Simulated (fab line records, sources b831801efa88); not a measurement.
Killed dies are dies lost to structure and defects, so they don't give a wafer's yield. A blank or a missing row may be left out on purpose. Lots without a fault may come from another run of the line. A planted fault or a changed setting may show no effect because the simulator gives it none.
Which tool did it? | flow gf180mcu | 14 lots, 42 wafers sampled, at 4 steps of a route of 602

WHAT THE GAUGES READ, wafer by wafer
GF_MVSD_TW_MEAS_11.
lot  | measured     | on            | MVSD_TW
L377 | day 4 11:38  | film_metro-04 | 1556 1544 1551
L378 | day 4 17:43  | film_metro-02 | 1564 1576 1562
L379 | day 4 21:52  | film_metro-03 | 1594 1591 1583
L380 | day 5 02:38  | film_metro-02 | 1553 1553 1554
L382 | day 5 14:51  | film_metro-03 | 1574 1571 1572
L383 | day 5 20:44  | film_metro-04 | 1553 1553 1547
L384 | day 6 03:16  | film_metro-04 | 1561 1556 1553
L385 | day 6 15:32  | film_metro-02 | 1563 1563 1567
L388 | day 7 07:30  | film_metro-03 | 1582 1583 1580
L389 | day 7 11:18  | film_metro-03 | 1587 1590 1582
L393 | day 8 08:42  | film_metro-02 | 1586 1582 1589
L395 | day 8 21:26  | film_metro-03 | 1589 1580 1582
L399 | day 9 19:58  | film_metro-02 | 1583 1582 1590
L400 | day 10 00:44 | film_metro-04 | 1563 1564 1563

GF_CONTACT_OVL_MEAS_15.
lot  | measured     | on         | CONTACT_OVL (nm)
L377 | day 15 22:43 | overlay-02 | 1 5 2
L378 | day 16 09:27 | overlay-01 | -3 7 2
L379 | day 16 16:22 | overlay-02 | -4 4 1
L380 | day 16 22:57 | overlay-02 | -11 -8 -4
L382 | day 18 03:05 | overlay-02 | 2 5 8
L383 | day 18 09:37 | overlay-01 | -1 -4 -14
L384 | day 18 19:22 | overlay-02 | 9 9 3
L385 | day 19 16:27 | overlay-02 | 0 3 9
L388 | day 20 16:55 | overlay-01 | -1 -1 4
L389 | day 20 16:07 | overlay-01 | -4 1 -5
L393 | day 22 04:34 | overlay-01 | -4 -6 1
L395 | day 22 22:43 | overlay-02 | -1 2 -2
L399 | day 23 20:09 | overlay-02 | -10 -3 -4
L400 | day 24 04:34 | overlay-01 | 6 0 3

WHICH TOOL RAN EACH LOT (tool, then ch and the chambers of the sampled wafers, then the start)
lot  | GF_STI_ETCH_14                  | GF_SALICIDE_RTA_08
L377 | rie_si-01 ch 0,2,3, day 2 01:26 | rtp_anneal-01 ch 0, day 15 00:14
L378 | rie_si-02 ch 0,1,2, day 2 05:53 | rtp_anneal-01 ch 0, day 15 10:40
L379 | rie_si-02 ch 0,1,3, day 2 10:59 | rtp_anneal-02 ch 0, day 15 17:20
L380 | rie_si-02 ch 0,1, day 2 16:11   | rtp_anneal-02 ch 0, day 15 23:45
L382 | rie_si-01 ch 1,2,3, day 3 03:08 | rtp_anneal-02 ch 0, day 17 03:19
L383 | rie_si-01 ch 0,1, day 3 08:17   | rtp_anneal-02 ch 0, day 17 09:45
L384 | rie_si-01 ch 2,3, day 3 13:20   | rtp_anneal-01 ch 0, day 17 19:01
L385 | rie_si-01 ch 1,2,3, day 3 18:50 | rtp_anneal-02 ch 0, day 18 16:13
L388 | rie_si-01 ch 1,2, day 4 12:05   | rtp_anneal-01 ch 0, day 19 16:08
L389 | rie_si-02 ch 0,1, day 4 16:14   | rtp_anneal-02 ch 0, day 19 15:20
L393 | rie_si-02 ch 2,3, day 5 13:35   | rtp_anneal-01 ch 0, day 21 03:44
L395 | rie_si-02 ch 0,1, day 6 00:41   | rtp_anneal-01 ch 0, day 21 22:46
L399 | rie_si-01 ch 0,2,3, day 6 19:47 | rtp_anneal-01 ch 0, day 22 20:12
L400 | rie_si-01 ch 0,2, day 7 00:35   | rtp_anneal-01 ch 0, day 23 05:07
- GF_STI_ETCH_14: etches Si in HBr/Cl2/O2, target depth 360 nm, time 102.9 s.
- GF_SALICIDE_RTA_08: time 30 s.

WHAT THE TOOLS THEMSELVES READ (means of the sampled wafers that have a number; where no wafer has one, the mark that the record gives instead)
GF_STI_ETCH_14.
lot  | tool      | drypump_motor_current_A (A) | oes_product_au (a.u.) | rf_fwd_power_W (W) | throttle_valve_pct (%)
L377 | rie_si-01 | 5.9                         | 1.003                 | 597.2              | 25.652
L378 | rie_si-02 | 5.2                         | 0.997                 | 594.9              | 25.661
L379 | rie_si-02 | 5.5                         | 0.994                 | 595.3              | 25.651
L380 | rie_si-02 | 4.9                         | 0.994                 | 592.7              | 25.667
L382 | rie_si-01 | 5.8                         | 1.005                 | 598.2              | 25.661
L383 | rie_si-01 | 6.1                         | 1.014                 | 596.9              | 25.641
L384 | rie_si-01 | 5.7                         | 0.950                 | 502.2              | 25.686
L385 | rie_si-01 | 5.7                         | 0.959                 | 499.9              | 25.682
L388 | rie_si-01 | 5.8                         | 0.954                 | 501.3              | 25.684
L389 | rie_si-02 | 4.9                         | 0.991                 | 595.8              | 25.665
L393 | rie_si-02 | 6.3                         | 1.000                 | 596.0              | 25.667
L395 | rie_si-02 | 4.9                         | 0.993                 | 595.1              | 25.669
L399 | rie_si-01 | 5.8                         | 1.011                 | 597.2              | 25.643
L400 | rie_si-01 | 6.1                         | 1.016                 | 596.2              | 25.652

GF_SALICIDE_RTA_08.
lot  | tool          | lamp_power_pct (%) | wafer_temp_C_max
L377 | rtp_anneal-01 | 17.5               | 804.4
L378 | rtp_anneal-01 | 17.5               | 804.0
L379 | rtp_anneal-02 | 16.9               | 804.7
L380 | rtp_anneal-02 | 16.9               | 804.0
L382 | rtp_anneal-02 | 16.9               | 804.4
L383 | rtp_anneal-02 | 16.9               | 804.5
L384 | rtp_anneal-01 | 17.5               | 804.0
L385 | rtp_anneal-02 | 16.9               | 804.5
L388 | rtp_anneal-01 | 17.6               | 804.1
L389 | rtp_anneal-02 | 16.9               | 804.6
L393 | rtp_anneal-01 | 17.5               | 804.8
L395 | rtp_anneal-01 | 17.5               | 803.7
L399 | rtp_anneal-01 | 17.6               | 804.1
L400 | rtp_anneal-01 | 17.5               | 803.8

THE ANSWER, worked out from the rows above alone
Rule: what is usual is taken from the lots themselves. Put in order of their means at a reading, lots are off if they are a third of the lots or fewer, leave a main group of 4 or more, and stand apart from it by a gap of 3 or more times the standard deviation of the main group's means; of several such gaps the widest counts. A main group whose means are all the same, to the digits that the tables above print for the reading, isn't used. A lot without any number at a reading at which 4 lots or more have one is off too. The other lots that the step has rows for count as sound. The gauges are gone through in route order, then the tools' own readings, and for those a lot's mean is taken as printed above. The first step at which some lot is off is used, and at that step the reading that is off furthest; a lot without a number counts as furthest.
Off: L384, L385, L388, at GF_STI_ETCH_14 (rf_fwd_power_W). The main group: mean 596.0 W, standard deviation 1.4.
A tool fits if, at that step or a process step before it, it ran every lot that is off, and no sound lot after the first of them. None of those tried fits.

WHAT THE SIMULATOR HAD PUT IN
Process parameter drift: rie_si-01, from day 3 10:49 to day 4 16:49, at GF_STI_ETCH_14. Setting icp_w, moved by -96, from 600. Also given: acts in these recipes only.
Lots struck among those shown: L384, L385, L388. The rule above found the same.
